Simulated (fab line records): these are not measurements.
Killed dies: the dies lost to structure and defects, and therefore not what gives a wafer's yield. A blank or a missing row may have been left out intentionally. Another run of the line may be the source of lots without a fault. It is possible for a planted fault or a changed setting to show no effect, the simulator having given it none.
fab line records | flow sky130
record: lots: 13 wafers: 39 last_day: 50
route steps=708 shown VT_ADJUST_LVTN@101 PAD_OPEN@708
lots that met no fault: from a run of the same line without faults
start_h: the number of hours between the record's first day and the start of the first shown wafer of the lot | wait_h: hours elapsed since this lot's preceding step | " repeats the value in the row above | L1.1+2: several wafers, shown together as one row | - no value present, or no start provided | * or withheld: withheld | < > ~ a bound
route shown NAME@n: a module of which the file shows steps, and the number in the route of the first | usual: mean/standard deviation of fault-free wafers | same: alike in all rows | chamber/n: place in a boat | sites: each site's reading | _std_site: the values' standard deviation | _edge_site: outer sites' mean less inner sites' | radius_mm: for every site, how far away it sits from the centre of the wafer | mask NAME#n: copy n | behind: the last tool/chamber to shape the wafer | hold: why the lot went on hold/how many hours it stayed there/how the hold came to an end | device: whichever transistor did not switch (one of n, p or np) | end of line: at the end of the route, the tests of the same wafers | for a step that has no rows: nothing shown but its recipe | killed: count of dies lost to structure and defects at first sort (not the wafer's yield) | map: dies across one wafer; x = killed, . = not, _ = none there
set.NAME: setting as actually run; set.NAME@STEP: the setting as run at that earlier step | model.NAME: the simulator's own value behind a step, which no gauge read
steps of the route over a sample of lots; a table a step, a row a wafer
services: the hour from which a tool's chamber was out of use, counted from the record's first day as start_h (under 0 if before that day), plus the number of hours and why
== steps ==
step: SKY_VT_ADJUST_LVTN_EXPOSE_04
recipe: mask_id: NWM_COMPLEMENT_LESS_NATIVE na: 0.6 source_shape: conventional sigma_outer: 0.6 polarization: unpolarized target_cd_nm: 840 dose_mj: 194
usual: reticle_temp_C: 23.01/0.097
columns lot.wafer tool chamber start_h wait_h mask reticle_temp_C
L340.4 iline_stepper-02 0 128.64 - NWM_COMPLEMENT_LESS_NATIVE#0 22.84
L340.5 " 0 " " NWM_COMPLEMENT_LESS_NATIVE#0 23.00
L340.6 " 0 " " NWM_COMPLEMENT_LESS_NATIVE#0 22.91
L341.3 iline_stepper-01 0 134.50 - NWM_COMPLEMENT_LESS_NATIVE#0 22.90
L341.4 " 0 " " NWM_COMPLEMENT_LESS_NATIVE#0 23.00
L341.5 " 0 " " NWM_COMPLEMENT_LESS_NATIVE#0 22.99
L342.3 iline_stepper-02 0 142.27 - NWM_COMPLEMENT_LESS_NATIVE#0 23.03
L342.5 " 0 " " NWM_COMPLEMENT_LESS_NATIVE#0 23.18
L342.6 " 0 " " NWM_COMPLEMENT_LESS_NATIVE#0 23.13
L343.3 iline_stepper-01 0 146.96 - NWM_COMPLEMENT_LESS_NATIVE#0 22.97
L343.4 " 0 " " NWM_COMPLEMENT_LESS_NATIVE#0 22.97
L343.6 " 0 " " NWM_COMPLEMENT_LESS_NATIVE#0 22.97
L344.2 iline_stepper-01 0 154.72 - NWM_COMPLEMENT_LESS_NATIVE#0 23.12
L344.4 " 0 " " NWM_COMPLEMENT_LESS_NATIVE#0 23.11
L344.6 " 0 " " NWM_COMPLEMENT_LESS_NATIVE#0 23.07
L345.1 iline_stepper-01 0 160.28 - HVTPM#0 22.94
L345.5 " 0 " " HVTPM#0 22.98
L345.6 " 0 " " HVTPM#0 22.99
L350.3 iline_stepper-02 0 209.70 - NWM_COMPLEMENT_LESS_NATIVE#0 22.98
L350.4 " 0 " " NWM_COMPLEMENT_LESS_NATIVE#0 22.80
L350.5 " 0 " " NWM_COMPLEMENT_LESS_NATIVE#0 22.83
L355.1 iline_stepper-01 0 232.06 - NWM_COMPLEMENT_LESS_NATIVE#0 22.90
L355.5 " 0 " " NWM_COMPLEMENT_LESS_NATIVE#0 22.95
L355.6 " 0 " " NWM_COMPLEMENT_LESS_NATIVE#0 23.03
L357.1 iline_stepper-01 0 242.39 - NWM_COMPLEMENT_LESS_NATIVE#0 23.03
L357.4 " 0 " " NWM_COMPLEMENT_LESS_NATIVE#0 23.01
L357.6 " 0 " " NWM_COMPLEMENT_LESS_NATIVE#0 23.03
L358.2 iline_stepper-01 0 251.30 - NWM_COMPLEMENT_LESS_NATIVE#0 23.18
L358.4 " 0 " " NWM_COMPLEMENT_LESS_NATIVE#0 22.91
L358.5 " 0 " " NWM_COMPLEMENT_LESS_NATIVE#0 23.04
L361.1 iline_stepper-02 0 270.58 - NWM_COMPLEMENT_LESS_NATIVE#0 23.09
L361.2 " 0 " " NWM_COMPLEMENT_LESS_NATIVE#0 23.14
L361.4 " 0 " " NWM_COMPLEMENT_LESS_NATIVE#0 23.04
L362.2 iline_stepper-01 0 274.30 - NWM_COMPLEMENT_LESS_NATIVE#0 23.08
L362.4 " 0 " " NWM_COMPLEMENT_LESS_NATIVE#0 22.91
L362.6 " 0 " " NWM_COMPLEMENT_LESS_NATIVE#0 22.97
L363.1 iline_stepper-01 0 276.51 - NWM_COMPLEMENT_LESS_NATIVE#0 23.25
L363.4 " 0 " " NWM_COMPLEMENT_LESS_NATIVE#0 23.04
L363.6 " 0 " " NWM_COMPLEMENT_LESS_NATIVE#0 23.08
step: SKY_VT_ADJUST_LVTN_OVL_MEAS_07
usual: VT_ADJUST_LVTN_OVL: 0.3/1.6
columns lot.wafer tool chamber start_h wait_h VT_ADJUST_LVTN_OVL[nm]
L340.4 overlay-02 - 137.70 - -0.1
L340.5 " - " " -1.5
L340.6 " - " " -1.1
L341.3 overlay-01 - 143.42 - 3.9
L341.4 " - " " 2.7
L341.5 " - " " 2.6
L342.3 overlay-01 - 150.82 - 2.8
L342.5 " - " " 3.7
L342.6 " - " " 2.2
L343.3 overlay-01 - 157.05 - 2.4
L343.4 " - " " 1.7
L343.6 " - " " 1.4
L344.2 overlay-02 - 165.19 - -2.0
L344.4 " - " " -0.9
L344.6 " - " " 0.1
L345.1 overlay-01 - 170.43 - -
L345.5 " - " " -
L345.6 " - " " -
L350.3 overlay-01 - 220.42 - 1.3
L350.4 " - " " 2.8
L350.5 " - " " 2.8
L355.1 overlay-01 - 243.00 - 1.5
L355.5 " - " " 3.1
L355.6 " - " " 0.4
L357.1 overlay-01 - 254.21 - -0.2
L357.4 " - " " -0.8
L357.6 " - " " 0.2
L358.2 overlay-01 - 262.97 - -0.2
L358.4 " - " " 0.9
L358.5 " - " " 0.9
L361.1 overlay-01 - 282.78 - -1.1
L361.2 " - " " -0.5
L361.4 " - " " -1.5
L362.2 overlay-02 - 286.52 - -0.8
L362.4 " - " " 0.0
L362.6 " - " " 1.3
L363.1 overlay-02 - 288.65 - 0.2
L363.4 " - " " -0.6
L363.6 " - " " 1.5
step: SKY_VT_ADJUST_LVTN_TW_MEAS_10
usual: VT_ADJUST_LVTN_TW: 240.4/1.7
columns lot.wafer tool chamber start_h wait_h VT_ADJUST_LVTN_TW
L340.4 film_metro-04 - 138.00 0.1 243.2
L340.5 " - " " 241.8
L340.6 " - " " 242.3
L341.3 film_metro-01 - 143.72 0.1 240.2
L341.4 " - " " 239.4
L341.5 " - " " 239.4
L342.3 film_metro-01 - 151.12 0.1 240.2
L342.5 " - " " 239.8
L342.6 " - " " 240.0
L343.3 film_metro-01 - 157.34 0.1 239.6
L343.4 " - " " 240.2
L343.6 " - " " 238.8
L344.2 film_metro-04 - 165.48 0.1 244.1
L344.4 " - " " 245.4
L344.6 " - " " 244.5
L345.1 film_metro-04 - 170.72 0.1 30.1
L345.5 " - " " 30.1
L345.6 " - " " 30.2
L350.3 film_metro-04 - 220.72 0.1 241.6
L350.4 " - " " 241.5
L350.5 " - " " 243.2
L355.1 film_metro-04 - 243.29 0.1 242.3
L355.5 " - " " 243.2
L355.6 " - " " 243.0
L357.1 film_metro-01 - 254.50 0.1 240.0
L357.4 " - " " 240.7
L357.6 " - " " 240.2
L358.2 film_metro-03 - 263.26 0.1 241.2
L358.4 " - " " 241.4
L358.5 " - " " 241.8
L361.1 film_metro-01 - 283.07 0.1 239.9
L361.2 " - " " 239.7
L361.4 " - " " 239.0
L362.2 film_metro-03 - 286.81 0.1 238.8
L362.4 " - " " 240.2
L362.6 " - " " 240.0
L363.1 film_metro-01 - 288.94 0.1 239.0
L363.4 " - " " 238.7
L363.6 " - " " 239.2
step: SKY_PAD_OPEN_PROBE_99
usual: killed_at_M0_to_M3: 44/7.2 killed_at_M4_up: 3.1/1.8 killed_at_contacts: 24/4.5 killed_at_front_end: 16/4.4 killed_at_other: 0.2/0.42 killed_dies: 87/8.9 killed_on_rim: 17/4.1 killed_open: 48/6.4 killed_short: 39/6.2
same: gross_dies: 492 killed_at_back_side: 0
columns lot.wafer tool chamber start_h wait_h killed_at_M0_to_M3 killed_at_M4_up killed_at_contacts killed_at_front_end killed_at_other killed_dies killed_on_rim killed_open killed_short
L340.4 prober-01 - 1053.98 0.2 51 4 25 16 1 97 19 62 35
L340.5 prober-01 - 1054.03 0.2 48 3 16 25 0 92 21 47 45
L340.6 prober-01 - 1054.08 0.2 41 2 29 15 0 87 13 47 40
L341.3 prober-02 - 1064.22 0.2 49 5 22 14 0 90 16 48 42
L341.4 prober-02 - 1064.27 0.2 45 6 28 20 0 99 24 46 53
L341.5 prober-02 - 1064.32 0.2 42 2 24 14 1 83 19 47 36
L342.3 prober-01 - 1073.08 0.2 59 4 28 13 0 104 17 66 38
L342.5 prober-01 - 1073.18 0.2 53 2 23 10 0 88 20 51 37
L342.6 prober-01 - 1073.23 0.2 61 3 19 12 1 96 29 53 43
L343.3 prober-02 - 1076.17 0.2 33 3 24 19 2 81 14 44 37
L343.4 prober-02 - 1076.22 0.2 39 1 25 23 0 88 16 56 32
L343.6 prober-02 - 1076.32 0.2 40 1 22 23 1 87 20 41 46
L344.2 prober-01 - 1084.22 0.1 36 2 28 21 0 87 26 49 38
L344.4 prober-01 - 1084.32 0.2 50 7 20 15 0 92 18 40 52
L344.6 prober-01 - 1084.42 0.2 48 5 29 15 0 97 26 50 47
L345.1 prober-02 - 1088.31 0.1 41 6 21 424 0 492 96 51 27
L345.5 prober-02 - 1088.51 0.2 47 7 16 422 0 492 96 45 34
L345.6 prober-02 - 1088.56 0.2 43 3 20 426 0 492 96 42 37
L350.3 prober-01 - 1138.37 0.2 38 1 27 17 0 83 12 48 35
L350.4 prober-01 - 1138.42 0.2 53 4 24 10 0 91 15 47 44
L350.5 prober-01 - 1138.47 0.2 32 6 30 16 0 84 16 47 37
L355.1 prober-02 - 1156.57 0.1 42 3 18 14 0 77 12 40 37
L355.5 prober-02 - 1156.77 0.2 38 1 21 12 1 73 13 39 34
L355.6 prober-02 - 1156.82 0.2 46 2 26 9 0 83 12 41 42
L357.1 prober-02 - 1163.53 0.1 30 5 17 14 0 66 10 41 25
L357.4 prober-02 - 1163.68 0.2 43 1 19 8 0 71 14 39 32
L357.6 prober-02 - 1163.78 0.2 39 4 26 14 0 83 8 47 36
L358.2 prober-01 - 1172.37 0.1 38 5 31 15 0 89 17 44 45
L358.4 prober-01 - 1172.47 0.2 44 6 24 18 1 93 13 50 43
L358.5 prober-01 - 1172.52 0.2 33 4 26 14 0 77 21 45 32
L361.1 prober-02 - 1186.54 0.1 33 6 28 16 0 83 12 47 36
L361.2 prober-02 - 1186.59 0.1 43 3 24 18 0 88 23 49 39
L361.4 prober-02 - 1186.69 0.2 46 2 20 18 1 87 17 51 36
L362.2 prober-01 - 1187.72 0.1 52 1 22 16 0 91 17 48 43
L362.4 prober-01 - 1187.82 0.2 50 5 22 9 0 86 14 52 34
L362.6 prober-01 - 1187.92 0.2 43 0 30 18 0 91 20 53 38
L363.1 prober-02 - 1188.64 0.1 39 3 26 15 0 83 14 57 26
L363.4 prober-02 - 1188.79 0.2 42 3 18 19 0 82 15 46 36
L363.6 prober-02 - 1188.89 0.2 44 5 26 13 0 88 21 47 41
killed by level:class
L340.4 VIA1:geometric_particle:open=16 CONTACT:geometric_particle:open=11 VIA2:geometric_particle:open=9 VIA3:geometric_particle:open=7 POLY_GATE:geometric_particle:short=5 LI_CONTACT:geometric_particle:open=5 LOCAL_INTERCONNECT:geometric_particle:short=5 POLY_GATE:geometric_particle:open=4
L340.5 VIA1:geometric_particle:open=11 POLY_GATE:geometric_particle:open=8 METAL1:geometric_particle:short=8 VIA1:geometric_particle:short=6 LI_CONTACT:geometric_particle:open=5 VIA3:geometric_particle:open=5 POLY_GATE:geometric_particle:short=4 LOCAL_INTERCONNECT:geometric_particle:short=4
L340.6 CONTACT:geometric_particle:open=10 LI_CONTACT:geometric_particle:open=9 VIA2:geometric_particle:open=9 FIELD_ISO:geometric_particle:short=6 METAL1:geometric_particle:short=6 METAL2:geometric_particle:short=5 VIA1:geometric_particle:open=5 CONTACT:geometric_particle:short=4
L341.3 CONTACT:geometric_particle:open=9 LI_CONTACT:geometric_particle:open=7 VIA1:geometric_particle:short=7 VIA1:geometric_particle:open=7 VIA3:geometric_particle:open=7 METAL2:geometric_particle:short=6 POLY_GATE:geometric_particle:short=5 METAL1:geometric_particle:short=5
L341.4 CONTACT:geometric_particle:open=10 METAL2:geometric_particle:short=7 VIA3:geometric_particle:open=7 VIA1:geometric_particle:open=6 METAL4:geometric_particle:short=6 VIA2:geometric_particle:open=5 LI_CONTACT:geometric_particle:open=5 CONTACT:geometric_particle:short=5
L341.5 VIA1:geometric_particle:open=12 CONTACT:geometric_particle:open=7 FIELD_ISO:geometric_particle:open=5 FIELD_ISO:geometric_particle:short=5 METAL1:geometric_particle:short=5 LOCAL_INTERCONNECT:geometric_particle:short=5 VIA3:geometric_particle:short=5 METAL2:geometric_particle:short=5
L342.3 VIA1:geometric_particle:open=21 CONTACT:geometric_particle:open=16 LI_CONTACT:geometric_particle:open=7 METAL2:geometric_particle:short=6 VIA2:geometric_particle:open=6 METAL3:geometric_particle:short=6 VIA1:geometric_particle:short=5 FIELD_ISO:geometric_particle:short=4
L342.5 VIA1:geometric_particle:open=14 CONTACT:geometric_particle:open=10 METAL1:geometric_particle:short=8 VIA3:geometric_particle:open=7 VIA1:geometric_particle:short=7 LI_CONTACT:geometric_particle:open=5 VIA2:geometric_particle:short=5 VIA2:geometric_particle:open=5
L342.6 VIA1:geometric_particle:open=12 METAL2:geometric_particle:short=9 METAL1:geometric_particle:short=8 CONTACT:geometric_particle:open=7 VIA2:geometric_particle:open=7 VIA3:geometric_particle:open=7 LI_CONTACT:geometric_particle:open=6 FIELD_ISO:geometric_particle:open=5
L343.3 LI_CONTACT:geometric_particle:open=9 VIA3:geometric_particle:open=8 CONTACT:geometric_particle:open=7 FIELD_ISO:geometric_particle:open=5 FIELD_ISO:geometric_particle:short=4 VIA1:geometric_particle:short=4 VIA1:geometric_particle:open=4 VIA2:geometric_particle:open=4
L343.4 VIA1:geometric_particle:open=14 CONTACT:geometric_particle:open=12 FIELD_ISO:geometric_particle:short=6 POLY_GATE:geometric_particle:open=6 LI_CONTACT:geometric_particle:open=6 VIA3:geometric_particle:open=6 POLY_GATE:geometric_particle:short=4 VIA2:geometric_particle:open=4
L343.6 CONTACT:geometric_particle:open=11 FIELD_ISO:geometric_particle:short=7 METAL1:geometric_particle:short=6 VIA1:geometric_particle:open=6 VIA3:geometric_particle:open=6 VIA1:geometric_particle:short=5 POLY_GATE:geometric_particle:short=4 POLY_GATE:geometric_particle:open=4
L344.2 VIA1:geometric_particle:open=11 CONTACT:geometric_particle:open=10 FIELD_ISO:geometric_particle:open=6 VIA2:geometric_particle:open=6 LI_CONTACT:geometric_particle:short=5 LOCAL_INTERCONNECT:geometric_particle:short=4 POLY_GATE:geometric_particle:open=4 LI_CONTACT:geometric_particle:open=4
L344.4 VIA1:geometric_particle:open=16 CONTACT:geometric_particle:short=7 METAL4:geometric_particle:short=7 VIA1:geometric_particle:short=6 POLY_GATE:geometric_particle:short=5 LI_CONTACT:geometric_particle:short=5 VIA3:geometric_particle:open=5 CONTACT:geometric_particle:open=5
L344.6 CONTACT:geometric_particle:open=10 LI_CONTACT:geometric_particle:open=7 CONTACT:geometric_particle:short=7 VIA1:geometric_particle:open=7 METAL1:geometric_particle:short=6 VIA2:geometric_particle:short=6 VIA2:geometric_particle:open=6 VIA1:geometric_particle:short=5
L345.1 VT_ADJUST_LVTN:area_expose=414 VIA2:geometric_particle:open=9 CONTACT:geometric_particle:open=8 VIA1:geometric_particle:open=6 VIA3:geometric_particle:open=6 LI_CONTACT:geometric_particle:open=5 CONTACT:geometric_particle:short=5 METAL1:geometric_particle:open=5
L345.5 VT_ADJUST_LVTN:area_expose=413 VIA1:geometric_particle:open=10 CONTACT:geometric_particle:open=9 VIA3:geometric_particle:open=7 VIA2:geometric_particle:open=6 METAL1:geometric_particle:short=5 POLY_GATE:geometric_particle:short=4 METAL4:geometric_particle:short=4
L345.6 VT_ADJUST_LVTN:area_expose=413 VIA1:geometric_particle:open=12 LI_CONTACT:geometric_particle:open=7 VIA1:geometric_particle:short=7 CONTACT:geometric_particle:open=6 VIA3:geometric_particle:open=5 METAL1:geometric_particle:short=5 METAL2:geometric_particle:short=5
L350.3 CONTACT:geometric_particle:open=14 VIA1:geometric_particle:open=9 POLY_GATE:geometric_particle:short=6 VIA2:geometric_particle:open=6 LI_CONTACT:geometric_particle:open=5 METAL2:geometric_particle:short=5 VIA3:geometric_particle:open=5 FIELD_ISO:geometric_particle:open=4
L350.4 VIA3:geometric_particle:open=13 CONTACT:geometric_particle:open=10 VIA1:geometric_particle:open=8 VIA2:geometric_particle:short=8 VIA1:geometric_particle:short=7 METAL2:geometric_particle:short=5 POLY_GATE:geometric_particle:short=4 LOCAL_INTERCONNECT:geometric_particle:short=4
L350.5 VIA1:geometric_particle:open=15 CONTACT:geometric_particle:open=10 LOCAL_INTERCONNECT:geometric_particle:short=6 CONTACT:geometric_particle:short=6 LI_CONTACT:geometric_particle:open=5 POLY_GATE:geometric_particle:open=4 POLY_GATE:geometric_particle:short=4 FIELD_ISO:geometric_particle:short=3
L355.1 VIA1:geometric_particle:open=10 FIELD_ISO:geometric_particle:open=6 CONTACT:geometric_particle:short=5 METAL2:geometric_particle:short=5 VIA3:geometric_particle:open=5 FIELD_ISO:geometric_particle:short=4 VIA2:geometric_particle:open=4 CONTACT:geometric_particle:open=4
L355.5 CONTACT:geometric_particle:open=8 VIA1:geometric_particle:open=8 VIA3:geometric_particle:open=7 LOCAL_INTERCONNECT:geometric_particle:short=6 METAL2:geometric_particle:short=5 METAL1:geometric_particle:short=4 VIA1:geometric_particle:short=4 FIELD_ISO:geometric_particle:open=3
L355.6 VIA2:geometric_particle:open=11 VIA1:geometric_particle:open=10 CONTACT:geometric_particle:open=7 VIA1:geometric_particle:short=7 CONTACT:geometric_particle:short=6 METAL2:geometric_particle:short=6 LI_CONTACT:geometric_particle:short=5 LI_CONTACT:geometric_particle:open=5
L357.1 VIA1:geometric_particle:open=8 VIA3:geometric_particle:open=7 LI_CONTACT:geometric_particle:open=6 CONTACT:geometric_particle:open=6 METAL4:geometric_particle:short=5 FIELD_ISO:geometric_particle:open=4 VIA1:geometric_particle:short=4 FIELD_ISO:geometric_particle:short=3
L357.4 VIA1:geometric_particle:open=11 CONTACT:geometric_particle:open=9 METAL2:geometric_particle:short=7 VIA3:geometric_particle:open=6 CONTACT:geometric_particle:short=5 METAL1:geometric_particle:short=5 VIA2:geometric_particle:open=5 FIELD_ISO:geometric_particle:open=4
L357.6 CONTACT:geometric_particle:open=11 LI_CONTACT:geometric_particle:open=8 METAL3:geometric_particle:short=7 VIA1:geometric_particle:short=6 FIELD_ISO:geometric_particle:open=5 VIA2:geometric_particle:short=5 POLY_GATE:geometric_particle:short=4 POLY_GATE:geometric_particle:open=4
L358.2 VIA1:geometric_particle:open=15 CONTACT:geometric_particle:open=10 LOCAL_INTERCONNECT:geometric_particle:short=8 CONTACT:geometric_particle:short=6 VIA3:geometric_particle:open=5 METAL1:geometric_particle:short=4 LI_CONTACT:geometric_particle:open=4 METAL4:geometric_particle:short=4
L358.4 VIA1:geometric_particle:open=13 CONTACT:geometric_particle:open=10 VIA3:geometric_particle:open=8 POLY_GATE:geometric_particle:open=5 LI_CONTACT:geometric_particle:open=5 METAL1:geometric_particle:short=5 FIELD_ISO:geometric_particle:short=4 POLY_GATE:geometric_particle:short=4
L358.5 CONTACT:geometric_particle:open=14 VIA2:geometric_particle:open=8 VIA3:geometric_particle:open=7 POLY_GATE:geometric_particle:short=5 LI_CONTACT:geometric_particle:open=4 LI_CONTACT:geometric_particle:short=4 VIA1:geometric_particle:open=4 METAL1:geometric_particle:short=3
L361.1 CONTACT:geometric_particle:open=8 FIELD_ISO:geometric_particle:open=7 LI_CONTACT:geometric_particle:open=7 VIA1:geometric_particle:open=5 METAL2:geometric_particle:short=5 FIELD_ISO:geometric_particle:short=4 LI_CONTACT:geometric_particle:short=4 VIA1:geometric_particle:short=4
L361.2 LI_CONTACT:geometric_particle:open=10 VIA1:geometric_particle:open=9 VIA2:geometric_particle:open=8 POLY_GATE:geometric_particle:short=6 POLY_GATE:geometric_particle:open=5 CONTACT:geometric_particle:short=5 METAL3:geometric_particle:short=5 VIA3:geometric_particle:open=5
L361.4 VIA1:geometric_particle:open=13 VIA3:geometric_particle:open=11 CONTACT:geometric_particle:open=7 VIA2:geometric_particle:open=6 FIELD_ISO:geometric_particle:short=5 LOCAL_INTERCONNECT:geometric_particle:short=5 VIA1:geometric_particle:short=4 LI_CONTACT:geometric_particle:open=4
L362.2 VIA1:geometric_particle:open=13 METAL2:geometric_particle:short=9 CONTACT:geometric_particle:open=7 VIA3:geometric_particle:open=6 POLY_GATE:geometric_particle:short=5 LI_CONTACT:geometric_particle:short=5 LOCAL_INTERCONNECT:geometric_particle:short=5 METAL1:geometric_particle:short=5
L362.4 VIA2:geometric_particle:open=12 LI_CONTACT:geometric_particle:open=8 VIA3:geometric_particle:open=7 VIA1:geometric_particle:open=7 CONTACT:geometric_particle:open=7 METAL1:geometric_particle:short=6 VIA1:geometric_particle:short=6 METAL2:geometric_particle:short=6
L362.6 CONTACT:geometric_particle:open=10 VIA2:geometric_particle:open=10 VIA1:geometric_particle:open=9 LI_CONTACT:geometric_particle:open=8 FIELD_ISO:geometric_particle:open=6 CONTACT:geometric_particle:short=6 METAL1:geometric_particle:short=5 METAL2:geometric_particle:short=5
L363.1 VIA1:geometric_particle:open=11 LI_CONTACT:geometric_particle:open=10 CONTACT:geometric_particle:open=9 VIA3:geometric_particle:open=6 VIA2:geometric_particle:open=6 FIELD_ISO:geometric_particle:open=5 VIA1:geometric_particle:short=5 POLY_GATE:geometric_particle:short=3
L363.4 VIA1:geometric_particle:open=8 VIA2:geometric_particle:open=8 FIELD_ISO:geometric_particle:open=7 CONTACT:geometric_particle:open=6 VIA3:geometric_particle:open=6 LOCAL_INTERCONNECT:geometric_particle:short=4 METAL3:geometric_particle:short=4 FIELD_ISO:geometric_particle:short=3
L363.6 VIA1:geometric_particle:open=12 CONTACT:geometric_particle:open=9 CONTACT:geometric_particle:short=7 METAL3:geometric_particle:short=6 VIA2:geometric_particle:open=6 POLY_GATE:geometric_particle:open=5 LI_CONTACT:geometric_particle:open=5 METAL4:geometric_particle:short=5
== services ==
columns tool chamber start_h hours kind
iline_stepper-01 - 125.23 1.7 pm
iline_stepper-02 - 181.21 1.7 pm
iline_stepper-01 - 235.22 4.4 pm
iline_stepper-01 - 245.77 2.1 pm
iline_stepper-01 - 247.85 - consumable_replace:lamp
== key ==
first_sign: step: SKY_VT_ADJUST_LVTN_EXPOSE_04 reading: mask direction: changed
effect: step: SKY_VT_ADJUST_LVTN_OVL_MEAS_07 reading: VT_ADJUST_LVTN_OVL direction: missing
effect: step: SKY_VT_ADJUST_LVTN_TW_MEAS_10 reading: VT_ADJUST_LVTN_TW direction: down sigmas: 99+ usual: 240.4 struck: 30.2
effect: step: SKY_PAD_OPEN_PROBE_99 reading: killed_at_front_end direction: up sigmas: 93 usual: 16 struck: 424
more_kills_born_at: SKY_VT_ADJUST_LVTN_EXPOSE_04@iline_stepper-01: 1240
met_at SKY_VT_ADJUST_LVTN_EXPOSE_04
struck_lots L345
tester_left_out L345
onset_between 154.72 160.28
fault: kind: wrong_mask tool: any chamber: - onset_h: 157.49 steps: SKY_VT_ADJUST_LVTN_EXPOSE_04 aux_copy: HVTPM#0 scope: struck_lots_only
tester_left_out: of these lots the tester's yield and bins aren't shown, on N5 and GAA mostly nor the transistor test; their killed dies are dies lost to structure and defects alone, not to doping, threshold or leakage, so they don't give the yield
